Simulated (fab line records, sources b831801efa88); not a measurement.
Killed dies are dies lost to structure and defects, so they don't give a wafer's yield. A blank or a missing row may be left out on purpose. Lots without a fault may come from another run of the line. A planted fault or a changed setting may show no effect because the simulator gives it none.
fab line records | flow sky130 | part 2 of 2: steps 28 to 40 of 40
record lots=5 wafers=15 last_day=49
route steps=708 shown LI_CONTACT@383 LOCAL_INTERCONNECT@387 CONTACT@406
lots that met no fault: from a run of the same line without faults
start_h: hours from the record's first day to the start of the lot's first wafer shown | wait_h: hours since the lot's step before | " the same as in the row above | L1.1+2: a row that stands for several wafers | - no value, or no start given | * or withheld: withheld | < > ~ a bound
route shown NAME@n: a module of which the file shows steps, and the number in the route of the first | usual: mean/standard deviation of fault-free wafers | same: alike in all rows | chamber/n: place in a boat | sites: the reading at each site | _std_site: their standard deviation | _edge_site: outer sites' mean less inner sites' | radius_mm: how far each site lies from the wafer's centre | mask NAME#n: copy n | behind: the tool/chamber that last shaped the wafer | hold: why the lot was held/for how many hours/how that ended | device: the transistor (n, p or np) that didn't switch | end of line: the same wafers' tests at the end of the route | a step without rows: its recipe alone | killed: dies lost to structure and defects at the first sort, not the wafer's yield | map: a wafer's dies, x killed, . not, _ none there
set.NAME: the setting as run; set.NAME@STEP: as run at that earlier step | model.NAME: the simulator's own value behind a step, which no gauge read
lots at some steps of the route; a table a step, a row a wafer
services: from which hour (start_h, from the record's first day; less than 0 if before it) a tool's chamber was out of use, for how many hours, and why
## steps
# step SKY_CONTACT_CMP_04
# recipe material=SiO2 down_force_psi=4 platen_rpm=60 pad_velocity_m_s=0.94248
# usual motor_current_A=12.0/1.1 slurry_flow_ml_min=150.1/0.47 time_to_endpoint_s=81/3.7
# columns lot.wafer tool chamber start_h wait_h motor_current_A slurry_flow_ml_min time_to_endpoint_s
L076.3 cmp-02 3 732.71 0.2 11.7 151.0 84
L076.5 " 0 " " 10.6 150.5 84
L076.6 " 1 " " 12.2 149.9 86
L081.4 cmp-01 2 781.76 0.1 13.1 150.3 79
L081.6 " 0 " " 14.5 150.3 88
L081.5 " 1 " " 11.4 150.7 82
L083.4 cmp-02 3 807.57 0.1 11.3 150.0 87
L083.2 " 0 " " 10.8 150.2 82
L083.5 " 2 " " 11.5 150.7 75
L085.2 cmp-02 1 817.06 0.0 13.1 150.4 78
L085.1 " 0 " " 10.1 149.4 79
L085.5 " 1 " " 12.4 150.0 78
L090.1 cmp-01 3 842.71 0.1 11.7 150.3 78
L090.3 " 2 " " 13.6 150.5 80
L090.5 " 0 " " 14.1 149.9 86
# step SKY_CONTACT_BOW_MEAS_05
# recipe mode=bow
# usual CONTACT_BOW=81/7.3
# columns lot.wafer tool chamber start_h wait_h CONTACT_BOW[um]
L076.3 film_metro-01 - 732.90 0.1 82
L076.5 " - " " 76
L076.6 " - " " 82
L081.4 film_metro-01 - 782.02 0.2 82
L081.5 " - " " 78
L081.6 " - " " 77
L083.2 film_metro-02 - 807.79 0.1 81
L083.4 " - " " 76
L083.5 " - " " 83
L085.1 film_metro-04 - 817.36 0.1 75
L085.2 " - " " 77
L085.5 " - " " 78
L090.1 film_metro-04 - 843.01 0.2 77
L090.3 " - " " 80
L090.5 " - " " 88
# step SKY_CONTACT_DEHYDRATE_06
# recipe temp_c=200 time_s=60
# columns lot.wafer tool chamber start_h wait_h
L076.3+5+6 litho_track-01 0 746.24 13.3
L081.4+5+6 litho_track-04 0 794.94 12.9
L083.2+4+5 litho_track-04 0 820.19 12.4
L085.1+2+5 litho_track-01 0 830.14 12.8
L090.1+3+5 litho_track-01 0 855.24 12.2
# step SKY_CONTACT_HMDS_07
# recipe prime_time_s=60 prime_temp_c=120
# columns lot.wafer tool chamber start_h wait_h
L076.3+5+6 litho_track-01 0 746.39 0.1
L081.4+5+6 litho_track-04 0 795.09 0.1
L083.2+4+5 litho_track-04 0 820.34 0.1
L085.1+2+5 litho_track-01 0 830.29 0.1
L090.1+3+5 litho_track-01 0 855.39 0.1
# step SKY_CONTACT_COAT_08
# recipe resist=BARC temp_c=withheld time_s=withheld spin_rpm=3000 resist_thk_nm=60
# columns lot.wafer tool chamber start_h wait_h
L076.3+5+6 litho_track-01 0 746.54 0.1
L081.4+5+6 litho_track-04 0 795.24 0.1
L083.2+4+5 litho_track-04 0 820.49 0.1
L085.1+2+5 litho_track-01 0 830.44 0.1
L090.1+3+5 litho_track-01 0 855.54 0.1
# step SKY_CONTACT_COAT_09
# recipe resist=KrF-thick spin_rpm=3000 resist_thk_nm=450
# columns lot.wafer tool chamber start_h wait_h
L076.3+5+6 litho_track-01 0 - -
L081.4+5+6 litho_track-04 0 - -
L083.2+4+5 litho_track-04 0 - -
L085.1+2+5 litho_track-01 0 - -
L090.1+3+5 litho_track-01 0 - -
# step SKY_CONTACT_SOFTBAKE_10
# recipe temp_c=100 time_s=90 resist=KrF-thick
# columns lot.wafer tool chamber start_h wait_h
L076.3+5+6 litho_track-01 0 - -
L081.4+5+6 litho_track-04 0 - -
L083.2+4+5 litho_track-04 0 - -
L085.1+2+5 litho_track-01 0 - -
L090.1+3+5 litho_track-01 0 - -
# step SKY_CONTACT_EXPOSE_11
# recipe mask_id=CTM1 na=0.8 source_shape=annular sigma_inner=0.55 sigma_outer=0.85 target_cd_nm=170 dose_mj=38
# columns lot.wafer tool chamber start_h wait_h mask
L076.3+5+6 krf_scanner-01 0 - - CTM1#0
L081.4+5+6 krf_scanner-02 0 - - CTM1#0
L083.2+4+5 krf_scanner-02 0 - - CTM1#0
L085.1+2+5 krf_scanner-02 0 - - CTM1#0
L090.1+3+5 krf_scanner-01 0 - - CTM1#0
# step SKY_CONTACT_PEB_12
# recipe peb_temp_c=withheld peb_time_s=withheld resist=KrF-thick
# columns lot.wafer tool chamber start_h wait_h
L076.3+5+6 litho_track-01 0 - -
L081.4+5+6 litho_track-01 0 - -
L083.2+4+5 litho_track-02 0 - -
L085.1+2+5 litho_track-02 0 - -
L090.1+3+5 litho_track-02 0 - -
# step SKY_CONTACT_DEVELOP_13
# recipe develop_time_s=60 resist=KrF-thick dev_temp_c=21
# columns lot.wafer tool chamber start_h wait_h
L076.3+5+6 litho_track-01 0 - -
L081.4+5+6 litho_track-01 0 - -
L083.2+4+5 litho_track-02 0 - -
L085.1+2+5 litho_track-02 0 - -
L090.1+3+5 litho_track-02 0 - -
# step SKY_CONTACT_CD_MEAS_14
# recipe target_cd_nm=170
# usual cd_nm=169.7/1.5
# columns lot.wafer tool chamber start_h wait_h cd_nm
L076.3 cd_sem-01 - 761.18 - 167.8
L076.5 " - " " 166.7
L076.6 " - " " 167.1
L081.4 cd_sem-01 - 808.80 - 169.8
L081.5 " - " " 170.2
L081.6 " - " " 170.4
L083.2 cd_sem-02 - 834.32 - 169.0
L083.4 " - " " 169.7
L083.5 " - " " 168.4
L085.1 cd_sem-02 - 843.70 - 166.5
L085.2 " - " " 167.5
L085.5 " - " " 168.7
L090.1 cd_sem-02 - 869.00 - 171.1
L090.3 " - " " 168.5
L090.5 " - " " 168.4
# step SKY_CONTACT_OVL_MEAS_15
# usual CONTACT_OVL=-1/4.2
# columns lot.wafer tool chamber start_h wait_h CONTACT_OVL[nm]
L076.3 overlay-02 - 761.27 0.1 6
L076.5 " - " " -3
L076.6 " - " " -5
L081.4 overlay-01 - 808.88 0.1 -2
L081.5 " - " " -3
L081.6 " - " " -11
L083.2 overlay-02 - 834.43 0.1 -9
L083.4 " - " " 2
L083.5 " - " " 0
L085.1 overlay-02 - 843.82 0.1 -4
L085.2 " - " " 4
L085.5 " - " " -2
L090.1 overlay-02 - 869.12 0.1 -2
L090.3 " - " " -2
L090.5 " - " " 1
# step SKY_CONTACT_ETCH_16
# recipe chemistry=N2/H2 target=BARC ion_energy_ev=200 source_w=500 bias_w=100 pressure_mtorr=30 n2_flow_sccm=100 h2_flow_sccm=200 stop_on=SiO2 time_s=45.9 target_depth_a=600
# usual drypump_motor_current_A=5.8/0.46 oes_product_au=0.855/0.0046 rf_fwd_power_W=494.8/2.2 throttle_valve_pct=13.225/0.01
# columns lot.wafer tool chamber start_h wait_h drypump_motor_current_A oes_product_au rf_fwd_power_W rf_hours_counter_h throttle_valve_pct
L076.3 rie_diel-03 3 761.30 0.0 5.3 0.853 490.3 18 13.221
L076.5 " 2 " " 6.2 0.849 493.6 - 13.224
L076.6 " 3 " " 5.2 0.859 488.2 - 13.241
L081.4 rie_diel-03 1 808.92 0.0 6.7 0.852 494.3 - 13.210
L081.5 " 2 " " 6.1 0.860 494.6 - 13.225
L081.6 " 3 " " 5.3 0.859 489.5 - 13.222
L083.2 rie_diel-04 2 834.46 0.0 5.6 0.861 490.9 11 13.236
L083.4 " 3 " " 5.6 0.863 495.4 5 13.222
L083.5 " 1 " " 6.1 0.857 496.0 - 13.242
L085.1 rie_diel-04 3 843.86 0.0 5.6 0.861 497.5 6 13.224
L085.2 " 0 " " 5.3 0.858 494.4 10 13.218
L085.5 " 0 " " 5.3 0.853 495.3 - 13.224
L090.1 rie_diel-03 0 869.16 0.0 5.7 0.854 496.6 1 13.214
L090.3 " 3 " " 5.3 0.852 488.9 21 13.233
L090.5 " 0 " " 5.7 0.849 497.5 - 13.231
## services
# columns tool chamber start_h hours kind
plasma_asher-01 - 692.92 4.6 repair
krf_scanner-02 - 696.54 4.4 pm
krf_scanner-01 - 696.58 0.2 repair
krf_scanner-02 - 701.30 1.0 pm
cmp-02 - 715.18 0.3 repair
krf_scanner-02 - 718.23 0.8 pm
wet_bench-03 - 736.26 6.2 repair
cmp-02 - 744.08 4.0 pm
cmp-02 - 748.08 4.9 pm
krf_scanner-02 - 760.79 0.8 pm
plasma_asher-01 - 781.18 3.2 repair
plasma_asher-01 - 786.86 2.8 pm
krf_scanner-01 - 787.88 0.5 repair
pecvd-03 1 794.91 20.6 repair
krf_scanner-02 - 803.63 1.3 pm
krf_scanner-01 - 805.65 1.0 pm
krf_scanner-01 - 810.26 0.8 pm
cmp-02 - 814.68 1.3 repair
wet_bench-03 - 827.19 1.1 repair
krf_scanner-01 - 833.21 4.9 repair
krf_scanner-01 - 838.86 1.3 pm
krf_scanner-02 - 845.80 0.4 repair
krf_scanner-02 - 847.68 3.6 repair
krf_scanner-01 - 851.31 3.6 pm
